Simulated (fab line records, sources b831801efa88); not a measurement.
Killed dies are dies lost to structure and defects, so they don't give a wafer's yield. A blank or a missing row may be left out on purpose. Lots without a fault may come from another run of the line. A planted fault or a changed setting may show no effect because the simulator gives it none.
Chamber matching | flow gf180mcu | GF_V3_CMP_04 on cmp-02: 4 sister chambers
The step polishes SiO2. 8 wafers are shown with their chamber, then 8 later ones without.

WAFERS WITH THEIR CHAMBER
wafer  | chamber | motor_current_A (A) | slurry_flow_ml_min
L558.2 | 2       | 11.6                | 149.9
L559.1 | 1       | 13.8                | 150.6
L559.3 | 3       | 11.3                | 150.3
L561.4 | 2       | 11.6                | 149.7
L561.5 | 3       | 11.2                | 149.8
L561.6 | 0       | 12.8                | 150.4
L562.2 | 1       | 13.7                | 150.5
L562.3 | 0       | 12.0                | 149.9

WAFERS WITHOUT THEIR CHAMBER
wafer  | motor_current_A (A) | slurry_flow_ml_min
L562.6 | 12.7                | 149.2
L565.2 | 11.7                | 150.1
L565.3 | 11.6                | 149.6
L565.4 | 11.8                | 149.6
L567.1 | 13.5                | 149.6
L567.2 | 11.9                | 150.2
L567.5 | 13.6                | 149.9
L576.1 | 14.0                | 149.8

WHICH CHAMBER EACH WENT THROUGH
wafer  | from the rows above          | in truth
L562.6 | can't be placed: 0 or 2      | 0
L565.2 | can't be placed: 2 or 3 or 0 | 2
L565.3 | can't be placed: 2 or 3      | 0
L565.4 | can't be placed: 2 or 3 or 0 | 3
L567.1 | can't be placed: 1 or 0      | 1
L567.2 | can't be placed: 0 or 2 or 3 | 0
L567.5 | can't be placed: 1 or 0      | 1
L576.1 | 1                            | 1
Placed correctly: 1 of 8. Can't be placed from these rows: 7 (the true chamber is among the candidates in 6). Placed wrongly: 0.
How it was worked out, from the rows above alone: a wafer's distance from a chamber is the root of the sum, over the readings, of the square of ((its reading less the chamber's mean) divided by the reading's scatter). The wafer belongs to the nearest chamber; if the next one is less than 2 further off, it can't be placed. A chamber's mean is the mean of its shown wafers. The scatter: the root of (the sum of the squares of (reading less its chamber's mean) over the shown wafers, divided by (wafers less chambers)).
